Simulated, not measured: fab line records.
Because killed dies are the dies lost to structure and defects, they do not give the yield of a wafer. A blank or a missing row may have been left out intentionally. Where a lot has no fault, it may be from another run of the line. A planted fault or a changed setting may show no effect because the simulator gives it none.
One fault seen from 2 desks    flow gf180mcu    every desk sees just its own numbers, and what lay behind them comes last

DESK OF THE TOOL OWNER: lithoTrack-02
The tool's own readings at GF_PSD_DEVELOP_06 (develop time 60 s): means of the sampled wafers that have a number, for each lot that ran on this tool. Marked OUT: a lot whose mean sits more than 4 standard deviations from the usual mean, which makes it out of limits; the brackets give that distance.
Columns: A = developerTempC at GF_PSD_DEVELOP_06, usual 22.99 C
lot   first seen here  A
L921  day 14 19:03     22.96
L922  day 15 00:38     22.94
L923  day 15 14:50     23.02
L925  day 16 07:37     23.06
L935  day 19 21:10     22.34 (-6.5) OUT
L936  day 20 03:51     22.38 (-6.1) OUT
Finding of this desk: L935, L936 out of limits; the first was L935 at day 19 21:10, on developerTempC at GF_PSD_DEVELOP_06. L921, L922, L923, L925 stayed within limits.

AT THE METROLOGY DESK
What the gauges read, lot by lot, whatever tool the lot ran on: means of the sampled wafers that have a number. Marked OUT: a lot whose mean sits more than 4 standard deviations from the usual mean, which makes it out of limits; the brackets give that distance.
Columns: A = HV_LDD_01_OVL at GF_HV_LDD_OVL_MEAS_20, usual 0.9 nm; B = HV_LDD_02_OVL at GF_HV_LDD_OVL_MEAS_32, usual 0.1 nm; C = SALICIDE_TIN_THK at GF_SALICIDE_THK_MEAS_05, usual 20.2 nm
lot   first seen here  A     B     C
L919  day 10 16:31     1.6   0.4   20.3
L920  day 11 00:49     0.6   0.9   20.0
L921  day 11 04:49     1.3   0.5   20.2
L922  day 11 11:45     0.3   -0.9  20.5
L923  day 12 01:22     1.3   -1.7  20.1
L924  day 12 06:37     2.8   2.7   20.6
L925  day 12 15:07     2.0   -0.7  19.9
L926  day 13 06:28     0.8   1.9   20.4
L935  day 15 20:16     -1.6  -3.1  20.4
L936  day 16 01:19     0.8   -0.5  19.8
L937  day 16 08:13     1.4   1.8   20.4
L938  day 16 19:46     2.1   -1.3  20.6
L940  day 17 09:22     1.6   -1.7  20.4
L941  day 17 15:07     0.4   0.0   20.6
Finding of this desk: none of the 14 lots has anything out of limits.

PUT TOGETHER
An alarm could have come from the tool owner's desk at day 19 21:10, on L935, L936.
From the metrology desk's view, nothing was out of limits.
The metrology desk has L935, L936 on record, within its limits.
Of the lots named, all ran GF_PSD_DEVELOP_06 on lithoTrack-02.

WHAT WAS PUT IN BY THE SIMULATOR
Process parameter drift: lithoTrack-02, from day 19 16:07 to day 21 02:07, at GF_PSD_DEVELOP_06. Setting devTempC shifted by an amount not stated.
Lots struck among those shown: L935, L936.
Each desk's first reading out of limits, in hours after the fault started: the tool owner's desk, 5.
